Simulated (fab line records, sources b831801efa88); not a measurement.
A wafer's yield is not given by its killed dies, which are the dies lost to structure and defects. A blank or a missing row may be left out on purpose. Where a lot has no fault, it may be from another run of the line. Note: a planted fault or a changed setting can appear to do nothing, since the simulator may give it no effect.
Which of the tools did it? :: flow sky130 :: 14 lots with 42 wafers sampled at 6 steps, on a route of 708 steps

WHAT THE GAUGES SHOWED, per wafer
SKY_VIA1_BOW_MEAS_03. Usual: for VIA1_BOW the level is 81 um and the standard deviation is 6.5.
lot: L820
measured: day 32 23:27
on: film-metro-03
VIA1_BOW (um): 84 98 88
flag: 

lot: L821
measured: day 33 07:29
on: film-metro-02
VIA1_BOW (um): 76 83 79
flag: 

lot: L822
measured: day 33 12:36
on: film-metro-03
VIA1_BOW (um): 84 93 86
flag: 

lot: L823
measured: day 33 21:30
on: film-metro-01
VIA1_BOW (um): 88 83 76
flag: 

lot: L834
measured: day 37 08:05
on: film-metro-03
VIA1_BOW (um): 82 73 88
flag: 

lot: L836
measured: day 38 02:41
on: film-metro-01
VIA1_BOW (um): 77 79 89
flag: 

lot: L835
measured: day 38 03:58
on: film-metro-03
VIA1_BOW (um): 77 82 74
flag: 

lot: L838
measured: day 39 07:41
on: film-metro-02
VIA1_BOW (um): 78 88 87
flag: 

lot: L839
measured: day 39 08:59
on: film-metro-02
VIA1_BOW (um): 80 67 80
flag: 

lot: L840
measured: day 39 09:58
on: film-metro-01
VIA1_BOW (um): 81 76 77
flag: 

lot: L841
measured: day 39 10:24
on: film-metro-03
VIA1_BOW (um): 85 85 90
flag: 

lot: L842
measured: day 39 11:28
on: film-metro-02
VIA1_BOW (um): 91 71 85
flag: 

TOOL THAT RAN EACH LOT (tool first, then ch and the chambers of the sampled wafers, then the start)
lot: L820
SKY_CONTACT_CVD_24: cvd-w-02 ch 0,1, day 31 17:34
SKY_METAL1_SPUTTER_02: pvd-sputter-01, day 31 18:13
SKY_METAL1_ETCH_18: rie-metal-04 ch 0,1, day 32 22:13
SKY_METAL1_METAL_ETCH_19: rie-metal-04 ch 0,1, day 32 22:17
SKY_METAL1_STRIP_20: plasma-asher-01 ch 0,1, day 32 22:22

lot: L821
SKY_CONTACT_CVD_24: cvd-w-01 ch 0,1, day 32 02:46
SKY_METAL1_SPUTTER_02: pvd-sputter-02, day 32 03:27
SKY_METAL1_ETCH_18: rie-metal-02 ch 0,1, day 33 06:16
SKY_METAL1_METAL_ETCH_19: rie-metal-02 ch 0,1, day 33 06:20
SKY_METAL1_STRIP_20: plasma-asher-02 ch 0, day 33 06:25

lot: L822
SKY_CONTACT_CVD_24: cvd-w-02 ch 0,1, day 32 07:43
SKY_METAL1_SPUTTER_02: pvd-sputter-01, day 32 08:22
SKY_METAL1_ETCH_18: rie-metal-04 ch 0,1, day 33 11:22
SKY_METAL1_METAL_ETCH_19: rie-metal-04 ch 0,1, day 33 11:25
SKY_METAL1_STRIP_20: plasma-asher-01 ch 0,1, day 33 11:31

lot: L823
SKY_CONTACT_CVD_24: cvd-w-02 ch 0,1, day 32 17:37
SKY_METAL1_SPUTTER_02: pvd-sputter-01, day 32 18:22
SKY_METAL1_ETCH_18: rie-metal-04 ch 0,1, day 33 20:16
SKY_METAL1_METAL_ETCH_19: rie-metal-04 ch 0,1, day 33 20:20
SKY_METAL1_STRIP_20: plasma-asher-04 ch 0,1, day 33 20:25

lot: L826
SKY_CONTACT_CVD_24: cvd-w-02 ch 0,1, day 33 11:14
SKY_METAL1_SPUTTER_02: pvd-sputter-02, day 33 11:50
SKY_METAL1_ETCH_18: rie-metal-03 ch 0,1, day 34 14:14
SKY_METAL1_METAL_ETCH_19: rie-metal-03 ch 0,1, day 34 14:18
SKY_METAL1_STRIP_20: plasma-asher-01 ch 0,1, day 34 14:23

lot: L827
SKY_CONTACT_CVD_24: cvd-w-02 ch 0,1, day 33 18:08
SKY_METAL1_SPUTTER_02: pvd-sputter-02, day 33 18:47
SKY_METAL1_ETCH_18: rie-metal-02 ch 1, day 34 20:32
SKY_METAL1_METAL_ETCH_19: rie-metal-02 ch 1, day 34 20:40
SKY_METAL1_STRIP_20: plasma-asher-04 ch 0,1, day 34 20:50

lot: L834
SKY_CONTACT_CVD_24: cvd-w-02 ch 0,1, day 36 03:49
SKY_METAL1_SPUTTER_02: pvd-sputter-02, day 36 04:27
SKY_METAL1_ETCH_18: rie-metal-02 ch 0,1, day 37 06:49
SKY_METAL1_METAL_ETCH_19: rie-metal-02 ch 0,1, day 37 06:52
SKY_METAL1_STRIP_20: plasma-asher-04 ch 0,1, day 37 06:58

lot: L836
SKY_CONTACT_CVD_24: cvd-w-02 ch 0,1, day 36 22:12
SKY_METAL1_SPUTTER_02: pvd-sputter-02, day 36 22:50
SKY_METAL1_ETCH_18: rie-metal-04 ch 0,1, day 38 01:28
SKY_METAL1_METAL_ETCH_19: rie-metal-04 ch 0,1, day 38 01:32
SKY_METAL1_STRIP_20: plasma-asher-02 ch 0,1, day 38 01:37

lot: L835
SKY_CONTACT_CVD_24: cvd-w-02 ch 0,1, day 36 23:25
SKY_METAL1_SPUTTER_02: pvd-sputter-01, day 37 00:08
SKY_METAL1_ETCH_18: rie-metal-02 ch 0,1, day 38 02:43
SKY_METAL1_METAL_ETCH_19: rie-metal-02 ch 0,1, day 38 02:46
SKY_METAL1_STRIP_20: plasma-asher-04 ch 0,1, day 38 02:52

lot: L838
SKY_CONTACT_CVD_24: cvd-w-02 ch 1, day 38 04:17
SKY_METAL1_SPUTTER_02: pvd-sputter-02, day 38 04:55
SKY_METAL1_ETCH_18: rie-metal-04 ch 0,1, day 39 06:28
SKY_METAL1_METAL_ETCH_19: rie-metal-04 ch 0,1, day 39 06:32
SKY_METAL1_STRIP_20: plasma-asher-01 ch 0,1, day 39 06:37

lot: L839
SKY_CONTACT_CVD_24: cvd-w-02 ch 0,1, day 38 04:44
SKY_METAL1_SPUTTER_02: pvd-sputter-03, day 38 05:22
SKY_METAL1_ETCH_18: rie-metal-02 ch 0,1, day 39 07:46
SKY_METAL1_METAL_ETCH_19: rie-metal-02 ch 0,1, day 39 07:50
SKY_METAL1_STRIP_20: plasma-asher-04 ch 0,1, day 39 07:55

lot: L840
SKY_CONTACT_CVD_24: cvd-w-01 ch 0, day 38 05:40
SKY_METAL1_SPUTTER_02: pvd-sputter-02, day 38 06:20
SKY_METAL1_ETCH_18: rie-metal-04 ch 0,1, day 39 08:44
SKY_METAL1_METAL_ETCH_19: rie-metal-04 ch 0,1, day 39 08:49
SKY_METAL1_STRIP_20: plasma-asher-01 ch 0,1, day 39 08:54

lot: L841
SKY_CONTACT_CVD_24: cvd-w-02 ch 0,1, day 38 06:32
SKY_METAL1_SPUTTER_02: pvd-sputter-02, day 38 07:08
SKY_METAL1_ETCH_18: rie-metal-03 ch 0,1, day 39 09:08
SKY_METAL1_METAL_ETCH_19: rie-metal-03 ch 0,1, day 39 09:13
SKY_METAL1_STRIP_20: plasma-asher-02 ch 0,1, day 39 09:19

lot: L842
SKY_CONTACT_CVD_24: cvd-w-02 ch 0,1, day 38 06:51
SKY_METAL1_SPUTTER_02: pvd-sputter-03, day 38 07:29
SKY_METAL1_ETCH_18: rie-metal-02 ch 0,1, day 39 10:14
SKY_METAL1_METAL_ETCH_19: rie-metal-02 ch 0,1, day 39 10:18
SKY_METAL1_STRIP_20: plasma-asher-02 ch 0,1, day 39 10:23
- SKY_CONTACT_CVD_24: deposits W, target thk 340 nm, time 102.12 s.
- SKY_METAL1_SPUTTER_02: material AlCu, target thk 250 nm, time 13.3 s.
- SKY_METAL1_ETCH_18: etches BARC in N2/H2, stops on SiO2, time 45.9 s, target depth 60 nm.
- SKY_METAL1_METAL_ETCH_19: etches the open film in Cl2/BCl3, stops on SiO2, target depth 360 nm, time 78 s.
- SKY_METAL1_STRIP_20: strips in O2/N2.

AS READ BY THE TOOLS THEMSELVES (means over the sampled wafers that have a number; for cases with no such wafer, the mark the record gives instead)
SKY_CONTACT_CVD_24. Usual: chamber-pressure-Torr 39.99 Torr, standard deviation 0.089; heater-power-w 804 W, standard deviation 58.
lot: L820
tool: cvd-w-02
chamber-pressure-Torr (Torr): 40.07
heater-power-w (W): 801
flag: 

lot: L821
tool: cvd-w-01
chamber-pressure-Torr (Torr): 39.96
heater-power-w (W): 877
flag: 

lot: L822
tool: cvd-w-02
chamber-pressure-Torr (Torr): 39.92
heater-power-w (W): 809
flag: 

lot: L823
tool: cvd-w-02
chamber-pressure-Torr (Torr): 39.95
heater-power-w (W): 800
flag: 

lot: L826
tool: cvd-w-02
chamber-pressure-Torr (Torr): 39.99
heater-power-w (W): 812
flag: 

lot: L827
tool: cvd-w-02
chamber-pressure-Torr (Torr): 39.94
heater-power-w (W): 817
flag: 

lot: L834
tool: cvd-w-02
chamber-pressure-Torr (Torr): 39.96
heater-power-w (W): 809
flag: 

lot: L836
tool: cvd-w-02
chamber-pressure-Torr (Torr): 40.01
heater-power-w (W): 802
flag: 

lot: L835
tool: cvd-w-02
chamber-pressure-Torr (Torr): 39.86
heater-power-w (W): 821
flag: 

lot: L838
tool: cvd-w-02
chamber-pressure-Torr (Torr): 40.01
heater-power-w (W): 833
flag: 

lot: L839
tool: cvd-w-02
chamber-pressure-Torr (Torr): 40.03
heater-power-w (W): 806
flag: 

lot: L840
tool: cvd-w-01
chamber-pressure-Torr (Torr): 40.03
heater-power-w (W): 698
flag: 

lot: L841
tool: cvd-w-02
chamber-pressure-Torr (Torr): 39.94
heater-power-w (W): 826
flag: 

lot: L842
tool: cvd-w-02
chamber-pressure-Torr (Torr): 39.88
heater-power-w (W): 824
flag: 

SKY_METAL1_SPUTTER_02. Usual: throttle-valve-pct at 30.1 %, with a standard deviation of 1.2.
lot: L820
tool: pvd-sputter-01
throttle-valve-pct (%): 29.9
flag: 

lot: L821
tool: pvd-sputter-02
throttle-valve-pct (%): 29.5
flag: 

lot: L822
tool: pvd-sputter-01
throttle-valve-pct (%): 30.4
flag: 

lot: L823
tool: pvd-sputter-01
throttle-valve-pct (%): 28.9
flag: 

lot: L826
tool: pvd-sputter-02
throttle-valve-pct (%): 30.1
flag: 

lot: L827
tool: pvd-sputter-02
throttle-valve-pct (%): 30.0
flag: 

lot: L834
tool: pvd-sputter-02
throttle-valve-pct (%): 29.4
flag: 

lot: L836
tool: pvd-sputter-02
throttle-valve-pct (%): 29.4
flag: 

lot: L835
tool: pvd-sputter-01
throttle-valve-pct (%): 30.1
flag: 

lot: L838
tool: pvd-sputter-02
throttle-valve-pct (%): 29.6
flag: 

lot: L839
tool: pvd-sputter-03
throttle-valve-pct (%): 31.0
flag: 

lot: L840
tool: pvd-sputter-02
throttle-valve-pct (%): 30.2
flag: 

lot: L841
tool: pvd-sputter-02
throttle-valve-pct (%): 29.0
flag: 

lot: L842
tool: pvd-sputter-03
throttle-valve-pct (%): 30.3
flag: 

SKY_METAL1_ETCH_18. Usual: bias-w 100.05 W, standard deviation 0.27; chamber-pressure-mTorr 30.002 mTorr, standard deviation 0.026; drypump-motor-current-A 5.8 A, standard deviation 0.39; oes-product-au 0.854 a.u., standard deviation 0.0047; throttle-valve-pct 13.225 %, standard deviation 0.0094.
lot: L820
tool: rie-metal-04
bias-w (W): 99.72
chamber-pressure-mTorr (mTorr): 29.987
drypump-motor-current-A (A): 5.8
oes-product-au (a.u.): 0.856
throttle-valve-pct (%): 13.227
flag: 

lot: L821
tool: rie-metal-02
bias-w (W): 100.20
chamber-pressure-mTorr (mTorr): 30.005
drypump-motor-current-A (A): 5.6
oes-product-au (a.u.): 0.852
throttle-valve-pct (%): 13.238
flag: 

lot: L822
tool: rie-metal-04
bias-w (W): 99.99
chamber-pressure-mTorr (mTorr): 29.993
drypump-motor-current-A (A): 5.9
oes-product-au (a.u.): 0.862
throttle-valve-pct (%): 13.225
flag: 

lot: L823
tool: rie-metal-04
bias-w (W): 100.30
chamber-pressure-mTorr (mTorr): 30.004
drypump-motor-current-A (A): 5.8
oes-product-au (a.u.): 0.860
throttle-valve-pct (%): 13.218
flag: 

lot: L826
tool: rie-metal-03
bias-w (W): -
chamber-pressure-mTorr (mTorr): -
drypump-motor-current-A (A): -
oes-product-au (a.u.): -
throttle-valve-pct (%): -
flag: OFF

lot: L827
tool: rie-metal-02
bias-w (W): -
chamber-pressure-mTorr (mTorr): -
drypump-motor-current-A (A): -
oes-product-au (a.u.): -
throttle-valve-pct (%): -
flag: OFF

lot: L834
tool: rie-metal-02
bias-w (W): 99.81
chamber-pressure-mTorr (mTorr): 30.020
drypump-motor-current-A (A): 5.9
oes-product-au (a.u.): 0.852
throttle-valve-pct (%): 13.220
flag: 

lot: L836
tool: rie-metal-04
bias-w (W): 100.20
chamber-pressure-mTorr (mTorr): 30.003
drypump-motor-current-A (A): 5.7
oes-product-au (a.u.): 0.857
throttle-valve-pct (%): 13.227
flag: 

lot: L835
tool: rie-metal-02
bias-w (W): 99.92
chamber-pressure-mTorr (mTorr): 30.012
drypump-motor-current-A (A): 6.0
oes-product-au (a.u.): 0.856
throttle-valve-pct (%): 13.228
flag: 

lot: L838
tool: rie-metal-04
bias-w (W): 99.96
chamber-pressure-mTorr (mTorr): 29.986
drypump-motor-current-A (A): 5.8
oes-product-au (a.u.): 0.856
throttle-valve-pct (%): 13.222
flag: 

lot: L839
tool: rie-metal-02
bias-w (W): 100.09
chamber-pressure-mTorr (mTorr): 30.005
drypump-motor-current-A (A): 5.6
oes-product-au (a.u.): 0.854
throttle-valve-pct (%): 13.228
flag: 

lot: L840
tool: rie-metal-04
bias-w (W): 99.99
chamber-pressure-mTorr (mTorr): 30.008
drypump-motor-current-A (A): 5.9
oes-product-au (a.u.): 0.856
throttle-valve-pct (%): 13.227
flag: 

lot: L841
tool: rie-metal-03
bias-w (W): 100.09
chamber-pressure-mTorr (mTorr): 29.980
drypump-motor-current-A (A): 5.7
oes-product-au (a.u.): 0.853
throttle-valve-pct (%): 13.224
flag: 

lot: L842
tool: rie-metal-02
bias-w (W): 99.57
chamber-pressure-mTorr (mTorr): 30.001
drypump-motor-current-A (A): 6.0
oes-product-au (a.u.): 0.854
throttle-valve-pct (%): 13.232
flag: 

SKY_METAL1_METAL_ETCH_19. Usual: bcl3-flow-sccm 30.00 sccm, standard deviation 0.093; bias-w 48.52 W, standard deviation 0.15; drypump-motor-current-A 5.8 A, standard deviation 0.38; oes-product-au 0.852 a.u., standard deviation 0.0057; throttle-valve-pct 22.264 %, standard deviation 0.0081.
lot: L820
tool: rie-metal-04
bcl3-flow-sccm (sccm): 29.91
bias-w (W): 48.57
drypump-motor-current-A (A): 5.9
oes-product-au (a.u.): 0.848
throttle-valve-pct (%): 22.261
flag: 

lot: L821
tool: rie-metal-02
bcl3-flow-sccm (sccm): 29.99
bias-w (W): 48.37
drypump-motor-current-A (A): 5.6
oes-product-au (a.u.): 0.847
throttle-valve-pct (%): 22.274
flag: 

lot: L822
tool: rie-metal-04
bcl3-flow-sccm (sccm): 29.95
bias-w (W): 48.57
drypump-motor-current-A (A): 5.9
oes-product-au (a.u.): 0.844
throttle-valve-pct (%): 22.270
flag: 

lot: L823
tool: rie-metal-04
bcl3-flow-sccm (sccm): 30.04
bias-w (W): 48.45
drypump-motor-current-A (A): 5.7
oes-product-au (a.u.): 0.845
throttle-valve-pct (%): 22.262
flag: 

lot: L826
tool: rie-metal-03
bcl3-flow-sccm (sccm): 30.09
bias-w (W): 48.44
drypump-motor-current-A (A): 5.8
oes-product-au (a.u.): 0.373
throttle-valve-pct (%): 22.272
flag: OFF

lot: L827
tool: rie-metal-02
bcl3-flow-sccm (sccm): 30.04
bias-w (W): 48.34
drypump-motor-current-A (A): 6.3
oes-product-au (a.u.): 0.372
throttle-valve-pct (%): 22.268
flag: OFF

lot: L834
tool: rie-metal-02
bcl3-flow-sccm (sccm): 29.97
bias-w (W): 48.64
drypump-motor-current-A (A): 5.9
oes-product-au (a.u.): 0.852
throttle-valve-pct (%): 22.259
flag: 

lot: L836
tool: rie-metal-04
bcl3-flow-sccm (sccm): 30.09
bias-w (W): 48.73
drypump-motor-current-A (A): 5.7
oes-product-au (a.u.): 0.857
throttle-valve-pct (%): 22.271
flag: 

lot: L835
tool: rie-metal-02
bcl3-flow-sccm (sccm): 30.10
bias-w (W): 48.50
drypump-motor-current-A (A): 5.9
oes-product-au (a.u.): 0.854
throttle-valve-pct (%): 22.263
flag: 

lot: L838
tool: rie-metal-04
bcl3-flow-sccm (sccm): 29.98
bias-w (W): 48.39
drypump-motor-current-A (A): 5.8
oes-product-au (a.u.): 0.854
throttle-valve-pct (%): 22.268
flag: 

lot: L839
tool: rie-metal-02
bcl3-flow-sccm (sccm): 30.02
bias-w (W): 48.46
drypump-motor-current-A (A): 5.6
oes-product-au (a.u.): 0.855
throttle-valve-pct (%): 22.266
flag: 

lot: L840
tool: rie-metal-04
bcl3-flow-sccm (sccm): 29.96
bias-w (W): 48.53
drypump-motor-current-A (A): 5.9
oes-product-au (a.u.): 0.855
throttle-valve-pct (%): 22.259
flag: 

lot: L841
tool: rie-metal-03
bcl3-flow-sccm (sccm): 29.97
bias-w (W): 48.70
drypump-motor-current-A (A): 5.7
oes-product-au (a.u.): 0.862
throttle-valve-pct (%): 22.258
flag: 

lot: L842
tool: rie-metal-02
bcl3-flow-sccm (sccm): 29.99
bias-w (W): 48.49
drypump-motor-current-A (A): 6.0
oes-product-au (a.u.): 0.858
throttle-valve-pct (%): 22.268
flag: 

SKY_METAL1_STRIP_20. Usual: drypump-motor-current-A 6.1 A, standard deviation 0.54; oes-product-au 0.342 a.u., standard deviation 0.0065; strip-time-to-endpoint-s 2.70 s, standard deviation 0.091.
lot: L820
tool: plasma-asher-01
drypump-motor-current-A (A): 5.7
oes-product-au (a.u.): 0.340
strip-time-to-endpoint-s (s): 2.74
flag: 

lot: L821
tool: plasma-asher-02
drypump-motor-current-A (A): 6.8
oes-product-au (a.u.): 0.342
strip-time-to-endpoint-s (s): 2.62
flag: 

lot: L822
tool: plasma-asher-01
drypump-motor-current-A (A): 5.7
oes-product-au (a.u.): 0.349
strip-time-to-endpoint-s (s): 2.79
flag: 

lot: L823
tool: plasma-asher-04
drypump-motor-current-A (A): 6.3
oes-product-au (a.u.): 0.342
strip-time-to-endpoint-s (s): 2.78
flag: 

lot: L826
tool: plasma-asher-01
drypump-motor-current-A (A): 6.1
oes-product-au (a.u.): 0.357
strip-time-to-endpoint-s (s): 3.15
flag: OFF

lot: L827
tool: plasma-asher-04
drypump-motor-current-A (A): 6.3
oes-product-au (a.u.): 0.355
strip-time-to-endpoint-s (s): 3.10
flag: OFF

lot: L834
tool: plasma-asher-04
drypump-motor-current-A (A): 6.3
oes-product-au (a.u.): 0.339
strip-time-to-endpoint-s (s): 2.65
flag: 

lot: L836
tool: plasma-asher-02
drypump-motor-current-A (A): 5.9
oes-product-au (a.u.): 0.351
strip-time-to-endpoint-s (s): 2.82
flag: 

lot: L835
tool: plasma-asher-04
drypump-motor-current-A (A): 6.1
oes-product-au (a.u.): 0.340
strip-time-to-endpoint-s (s): 2.59
flag: 

lot: L838
tool: plasma-asher-01
drypump-motor-current-A (A): 6.1
oes-product-au (a.u.): 0.347
strip-time-to-endpoint-s (s): 2.82
flag: 

lot: L839
tool: plasma-asher-04
drypump-motor-current-A (A): 6.0
oes-product-au (a.u.): 0.346
strip-time-to-endpoint-s (s): 2.75
flag: 

lot: L840
tool: plasma-asher-01
drypump-motor-current-A (A): 5.7
oes-product-au (a.u.): 0.346
strip-time-to-endpoint-s (s): 2.75
flag: 

lot: L841
tool: plasma-asher-02
drypump-motor-current-A (A): 6.4
oes-product-au (a.u.): 0.346
strip-time-to-endpoint-s (s): 2.73
flag: 

lot: L842
tool: plasma-asher-02
drypump-motor-current-A (A): 6.3
oes-product-au (a.u.): 0.340
strip-time-to-endpoint-s (s): 2.69
flag: 

THE ANSWER, worked out from the rows above alone
Rule: a lot is off if the mean of its wafers that have a number lies more than 3 standard deviations from the usual mean. A lot without any number at a reading at which 4 lots or more have one is off too. Any other lot the step has rows for is counted as sound. Order of review: gauges by route order, followed by the tools' own readings, for which a lot's mean as printed above is used. At the first step where some lot is off, the reading lying furthest off is the one used; lots without a number count as furthest.
Off: L826, L827, at SKY_METAL1_ETCH_18 (bias-w). Without a number there: L826, L827.
If a tool, at that step or one of the process steps before it, ran each lot that is off and ran no sound lot following the first of them, it fits. None of those tried fits.

WHAT HAD BEEN PUT IN BY THE SIMULATOR
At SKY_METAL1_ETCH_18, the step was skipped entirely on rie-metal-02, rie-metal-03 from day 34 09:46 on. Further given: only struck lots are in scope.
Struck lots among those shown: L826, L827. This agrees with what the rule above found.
